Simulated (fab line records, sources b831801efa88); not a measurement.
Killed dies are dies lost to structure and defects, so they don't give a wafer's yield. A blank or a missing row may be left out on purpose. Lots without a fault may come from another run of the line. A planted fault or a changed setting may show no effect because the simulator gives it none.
Which tool did it? | flow gf180mcu | 12 lots, 36 wafers sampled, at 6 steps of a route of 602

WHAT THE GAUGES READ, wafer by wafer
GF_M4_CD_MEAS_14: target cd 280 nm. Usual: cd_nm 280.3 nm, standard deviation 1.2.
lot  | measured     | on        | cd_nm (nm)        | flag
L300 | day 23 16:32 | cd_sem-01 | 281.8 280.5 282.0 |
L303 | day 24 13:16 | cd_sem-02 | 279.9 279.3 279.7 |
L307 | day 26 02:29 | cd_sem-02 | 279.8 280.2 280.1 |
L313 | day 28 04:16 | cd_sem-01 | 279.3 279.9 278.4 |
L315 | day 28 17:06 | cd_sem-01 | 279.0 278.2 278.0 |
L316 | day 28 19:48 | cd_sem-02 | 283.0 281.7 280.1 |
L317 | day 29 04:17 | cd_sem-02 | 282.6 281.0 282.0 |
L318 | day 29 11:05 | cd_sem-02 | 279.3 279.6 279.6 |
L319 | day 29 16:37 | cd_sem-01 | 278.5 279.7 278.7 |
L320 | day 30 02:16 | cd_sem-01 | 278.4 279.0 279.0 |
L322 | day 30 10:44 | cd_sem-01 | 281.1 280.6 281.3 |
L323 | day 30 13:45 | cd_sem-01 | 280.6 280.4 280.2 |

GF_V4_THK_MEAS_03. Usual: V4_CVD_02_THK 852 nm, standard deviation 14.
lot  | measured     | on            | V4_CVD_02_THK (nm) | flag
L300 | day 23 17:38 | film_metro-03 | 851 873 861        |
L303 | day 24 14:24 | film_metro-04 | 852 840 852        |
L307 | day 26 03:33 | film_metro-02 | 515 823 522        | OFF
L313 | day 28 05:20 | film_metro-02 | 861 869 867        |
L315 | day 28 18:06 | film_metro-03 | 834 853 867        |
L316 | day 28 20:48 | film_metro-04 | 858 851 863        |
L317 | day 29 05:18 | film_metro-03 | 855 857 854        |
L318 | day 29 12:05 | film_metro-03 | 842 846 840        |
L319 | day 29 17:35 | film_metro-02 | 851 859 853        |
L320 | day 30 03:19 | film_metro-02 | 859 833 841        |
L322 | day 30 12:07 | film_metro-02 | 868 881 877        |
L323 | day 30 14:56 | film_metro-02 | 856 876 858        |

GF_V4_OVL_MEAS_15. Usual: V4_OVL -1 nm, standard deviation 4.1.
lot  | measured     | on         | V4_OVL (nm) | flag
L300 | day 24 16:33 | overlay-02 | 0 2 -6      |
L303 | day 25 13:03 | overlay-01 | -3 -4 -4    |
L307 | day 27 01:11 | overlay-02 | -2 -4 -3    |
L313 | day 29 01:31 | overlay-01 | -9 -6 -2    |
L315 | day 29 13:49 | overlay-01 | 2 3 -3      |
L316 | day 29 16:41 | overlay-01 | -6 4 3      |
L317 | day 30 01:05 | overlay-02 | 2 -4 -7     |
L318 | day 30 07:08 | overlay-02 | 4 2 -2      |
L319 | day 30 12:45 | overlay-02 | -2 6 -1     |
L320 | day 30 22:03 | overlay-01 | -10 -1 -6   |
L322 | day 31 06:38 | overlay-02 | 4 4 3       |
L323 | day 31 08:43 | overlay-02 | -2 -4 -2    |

WHICH TOOL RAN EACH LOT (tool, then ch and the chambers of the sampled wafers, then the start)
lot  | GF_V3_ETCH_16                      | GF_V4_CVD_02                    | GF_V4_CMP_04
L300 | rie_diel-04 ch 0,1,2, day 22 15:52 | pecvd-01 ch 0,1, day 23 17:34   | cmp-02 ch 1,2, day 23 17:44
L303 | rie_diel-01 ch 2,3, day 23 12:37   | pecvd-01 ch 0,1,2, day 24 14:20 | cmp-02 ch 0,1,3, day 24 14:34
L307 | rie_diel-04 ch 0,1, day 25 03:11   | pecvd-01 ch 1,2, day 26 03:29   | cmp-01 ch 0,1,2, day 26 03:39
L313 | rie_diel-04 ch 0,1,2, day 27 06:19 | pecvd-04 ch 0,1, day 28 05:13   | cmp-01 ch 0,1,2, day 28 05:23
L315 | rie_diel-01 ch 1,3, day 27 20:52   | pecvd-03 ch 0,2, day 28 18:01   | cmp-02 ch 0,2,3, day 28 18:15
L316 | rie_diel-03 ch 0,2,3, day 27 22:38 | pecvd-03 ch 0,1,2, day 28 20:43 | cmp-02 ch 1,2,3, day 28 20:57
L317 | rie_diel-03 ch 0,2,3, day 28 07:22 | pecvd-01 ch 0,1,2, day 29 05:13 | cmp-02 ch 0,2,3, day 29 05:24
L318 | rie_diel-03 ch 0,2, day 28 14:22   | pecvd-03 ch 0,1, day 29 12:01   | cmp-02 ch 0,3, day 29 12:11
L319 | rie_diel-01 ch 0,3, day 28 19:35   | pecvd-03 ch 0,1,2, day 29 17:32 | cmp-02 ch 0,2,3, day 29 17:46
L320 | rie_diel-01 ch 0,1,2, day 29 06:22 | pecvd-04 ch 0,1,2, day 30 03:15 | cmp-01 ch 0,2,3, day 30 03:26
L322 | rie_diel-01 ch 1,2, day 29 14:31   | pecvd-01 ch 0,1,2, day 30 12:03 | cmp-01 ch 1,2, day 30 12:13
L323 | rie_diel-03 ch 0,3, day 29 17:23   | pecvd-03 ch 0,1,2, day 30 14:52 | cmp-01 ch 1,2, day 30 14:59
- GF_V3_ETCH_16: etches BARC in N2/H2.
- GF_V4_CVD_02: deposits SiO2 from TEOS, target thk 850 nm, time 94.851 s.
- GF_V4_CMP_04: polishes SiO2.

WHAT THE TOOLS THEMSELVES READ (means of the sampled wafers that have a number; where no wafer has one, the mark that the record gives instead)
GF_V3_ETCH_16. Usual: drypump_motor_current_A 5.82 A, standard deviation 0.29; oes_product_au 0.855 a.u., standard deviation 0.0047; throttle_valve_pct 13.225 %, standard deviation 0.0089.
lot  | tool        | drypump_motor_current_A (A) | oes_product_au (a.u.) | throttle_valve_pct (%) | flag
L300 | rie_diel-04 | 5.82                        | 0.860                 | 13.226                 |
L303 | rie_diel-01 | 5.58                        | 0.853                 | 13.227                 |
L307 | rie_diel-04 | 5.87                        | 0.854                 | 13.223                 |
L313 | rie_diel-04 | 5.81                        | 0.861                 | 13.221                 |
L315 | rie_diel-01 | 5.79                        | 0.855                 | 13.224                 |
L316 | rie_diel-03 | 5.83                        | 0.856                 | 13.230                 |
L317 | rie_diel-03 | 5.83                        | 0.849                 | 13.224                 |
L318 | rie_diel-03 | 5.79                        | 0.855                 | 13.226                 |
L319 | rie_diel-01 | 6.14                        | 0.857                 | 13.225                 |
L320 | rie_diel-01 | 6.02                        | 0.856                 | 13.223                 |
L322 | rie_diel-01 | 5.84                        | 0.852                 | 13.225                 |
L323 | rie_diel-03 | 6.02                        | 0.853                 | 13.230                 |

GF_V4_CVD_02. Usual: heater_power_w 662 W, standard deviation 98.
lot  | tool     | heater_power_w (W) | flag
L300 | pecvd-01 | 580                |
L303 | pecvd-01 | 573                |
L307 | pecvd-01 | 597                |
L313 | pecvd-04 | 626                |
L315 | pecvd-03 | 643                |
L316 | pecvd-03 | 664                |
L317 | pecvd-01 | 611                |
L318 | pecvd-03 | 779                |
L319 | pecvd-03 | 713                |
L320 | pecvd-04 | 710                |
L322 | pecvd-01 | 624                |
L323 | pecvd-03 | 665                |

GF_V4_CMP_04. Usual: motor_current_A 12.4 A, standard deviation 0.98; time_to_endpoint_s 83 s, standard deviation 7.4.
lot  | tool   | motor_current_A (A) | time_to_endpoint_s (s) | flag
L300 | cmp-02 | 12.3                | 86                     |
L303 | cmp-02 | 12.3                | 79                     |
L307 | cmp-01 | 12.9                | 48                     | OFF
L313 | cmp-01 | 12.8                | 89                     |
L315 | cmp-02 | 12.0                | 81                     |
L316 | cmp-02 | 12.3                | 88                     |
L317 | cmp-02 | 11.4                | 86                     |
L318 | cmp-02 | 12.0                | 76                     |
L319 | cmp-02 | 11.9                | 83                     |
L320 | cmp-01 | 13.2                | 77                     |
L322 | cmp-01 | 12.2                | 98                     |
L323 | cmp-01 | 11.9                | 92                     |

THE ANSWER, worked out from the rows above alone
Rule: a lot is off if the mean of its wafers that have a number lies more than 3 standard deviations from the usual mean. A lot without any number at a reading at which 4 lots or more have one is off too. The other lots that the step has rows for count as sound. The gauges are gone through in route order, then the tools' own readings, and for those a lot's mean is taken as printed above. The first step at which some lot is off is used, and at that step the reading that is off furthest; a lot without a number counts as furthest.
Off: L307, at GF_V4_THK_MEAS_03 (V4_CVD_02_THK).
A tool fits if, at a process step before that reading, it ran every lot that is off, and no sound lot after the first of them. The gauges at GF_V4_THK_MEAS_03 aren't tried: what is off there is off at GF_V4_CMP_04 too, on other tools, and a gauge's error can't cause that. None of those tried fits.

WHAT THE SIMULATOR HAD PUT IN
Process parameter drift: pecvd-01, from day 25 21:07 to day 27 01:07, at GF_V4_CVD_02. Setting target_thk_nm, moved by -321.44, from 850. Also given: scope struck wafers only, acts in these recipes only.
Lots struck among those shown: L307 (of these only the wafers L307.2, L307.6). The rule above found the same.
